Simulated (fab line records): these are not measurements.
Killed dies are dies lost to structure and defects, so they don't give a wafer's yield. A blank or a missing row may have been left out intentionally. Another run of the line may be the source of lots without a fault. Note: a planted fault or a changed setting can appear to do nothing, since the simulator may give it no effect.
Which tool did it?    flow sky130    30 wafers from 10 lots sampled at 4 of the route's 708 steps

== WHAT THE GAUGES SHOWED, per wafer ==
SKY_VT_ADJUST_HVTR_CD_MEAS_07: the cd target is 380 nm.
lot   measured      on         cd-nm (nm)
L573  day 9 13:58   cd-sem-01  377.3 374.8 376.6
L575  day 10 02:59  cd-sem-02  375.1 374.1 376.1
L578  day 11 17:32  cd-sem-02  380.0 380.1 380.5
L580  day 12 06:34  cd-sem-01  381.7 382.8 383.7
L581  day 12 09:54  cd-sem-01  375.9 379.3 376.2
L586  day 13 14:19  cd-sem-01  378.2 377.9 377.9
L587  day 13 23:20  cd-sem-01  381.3 380.8 383.0
L589  day 14 11:41  cd-sem-02  379.4 377.9 381.2
L588  day 14 14:22  cd-sem-02  383.0 382.7 382.2
L593  day 17 00:28  cd-sem-01  381.7 379.7 379.1

SKY_SONOS_TUNNEL_OVL_MEAS_08.
lot   measured      on          SONOS_TUNNEL_OVL (nm)
L573  day 11 10:49  overlay-02  -1.3 -1.0 0.3
L575  day 12 01:05  overlay-02  0.0 2.1 -0.1
L578  day 13 18:04  overlay-01  -1.7 -1.4 -2.0
L580  day 14 08:20  overlay-02  -0.9 -0.1 -1.1
L581  day 14 11:25  overlay-02  -0.6 -0.6 -0.8
L586  day 15 20:23  overlay-01  -1.1 -1.0 -2.4
L587  day 16 06:15  overlay-02  1.1 1.4 -0.2
L589  day 16 18:27  overlay-02  1.2 1.4 3.2
L588  day 16 21:12  overlay-02  1.5 1.1 0.3
L593  day 19 13:26  overlay-02  -0.1 2.5 1.9

SKY_POLY_GATE_THK_MEAS_01.
lot   measured      on             POLY_GATE_CVD_00_THK (nm)
L573  day 13 23:20  film-metro-04  180.7 179.9 178.6
L575  day 14 19:08  film-metro-02  181.5 180.9 180.6
L578  day 16 12:17  film-metro-01  179.2 179.4 180.3
L580  day 17 05:08  film-metro-01  178.3 179.4 178.7
L581  day 17 09:55  film-metro-01  176.6 177.3 177.3
L586  day 18 18:55  film-metro-02  179.5 178.8 179.5
L587  day 19 05:48  film-metro-01  128.0 128.0 127.7
L589  day 19 15:36  film-metro-02  128.2 128.5 127.3
L588  day 19 20:31  film-metro-04  125.0 126.7 126.2
L593  day 22 13:22  film-metro-01  182.3 181.7 181.4

== WHAT TOOL EACH LOT RAN ON (gives the tool, then ch and the chambers of the sampled wafers, and finally the start) ==
lot   SKY_POLY_GATE_CVD_00
L573  lpcvd-01 ch 0, day 13 21:31
L575  lpcvd-01 ch 0, day 14 17:55
L578  lpcvd-01 ch 1, day 16 11:05
L580  lpcvd-01 ch 1, day 17 03:56
L581  lpcvd-01 ch 1, day 17 08:43
L586  lpcvd-01 ch 0, day 18 17:43
L587  lpcvd-01 ch 1, day 19 04:35
L589  lpcvd-01 ch 1, day 19 14:23
L588  lpcvd-01 ch 0, day 19 19:17
L593  lpcvd-01 ch 0, day 22 12:10
- SKY_POLY_GATE_CVD_00: deposits poly-Si, target thk 180 nm, time 720 s.

== WHAT THE TOOLS THEMSELVES READ (means of the sampled wafers that have a number; where no wafer has one, the mark that the record gives instead) ==
SKY_POLY_GATE_CVD_00.
lot   tool      spike-tc-bottom-C (C)  spike-tc-centre-C (C)  spike-tc-lower-C (C)  spike-tc-top-C (C)  spike-tc-upper-C (C)  susceptor-temp-C (C)  zone-power-bottom-pct (%)  zone-power-centre-pct (%)
L573  lpcvd-01  648                    620.6                  621.3                 638.4               619.9                 620.09                12.64                      9.29
L575  lpcvd-01  647                    620.6                  621.9                 639.8               620.2                 619.95                12.62                      9.45
L578  lpcvd-01  637                    620.3                  619.7                 642.7               620.3                 620.31                13.12                      9.57
L580  lpcvd-01  638                    621.0                  619.1                 642.1               621.1                 620.18                13.11                      9.62
L581  lpcvd-01  637                    620.2                  618.9                 642.2               620.1                 620.00                13.21                      9.54
L586  lpcvd-01  648                    620.5                  621.1                 638.6               620.4                 620.19                12.72                      9.37
L587  lpcvd-01  624                    607.1                  605.5                 629.2               604.4                 605.40                12.42                      9.16
L589  lpcvd-01  623                    605.7                  605.7                 628.0               604.6                 605.13                12.55                      9.24
L588  lpcvd-01  632                    605.5                  606.7                 624.1               605.5                 605.59                12.09                      8.97
L593  lpcvd-01  647                    619.5                  620.4                 639.6               619.9                 620.23                12.65                      9.36

== THE ANSWER, worked out from the rows above alone ==
Rule: the lots themselves supply what counts as usual. Put in order of their means at a reading, lots are off if they are a third of the lots or fewer, leave a main group of 4 or more, and stand apart from it by a gap of 3 or more times the standard deviation of the main group's means; of several such gaps the widest counts. Not used: any main group whose means are identical at the precision the tables above print for the reading. Also off: a lot with no number at a reading for which 4 or more lots have one. Any other lot the step has rows for is counted as sound. After the gauges, taken in route order, come the tools' own readings; for these a lot's mean is taken, as printed above. The first step at which some lot is off is used, and at that step the reading that is off furthest; a lot without a number counts as furthest.
Off: at SKY_POLY_GATE_THK_MEAS_01 (POLY_GATE_CVD_00_THK), L587, L589, L588. Mean 179.6 nm and standard deviation 1.4 in the main group.
A tool fits if, at a process step before that reading, it ran every lot that is off, and no sound lot after the first of them. Not tried: the gauges at SKY_POLY_GATE_THK_MEAS_01; whatever is off there is also off at SKY_POLY_GATE_CVD_00, on other tools, and gauge error can't account for it. Of those tried, none fits.

== WHAT THE SIMULATOR HAD PUT IN ==
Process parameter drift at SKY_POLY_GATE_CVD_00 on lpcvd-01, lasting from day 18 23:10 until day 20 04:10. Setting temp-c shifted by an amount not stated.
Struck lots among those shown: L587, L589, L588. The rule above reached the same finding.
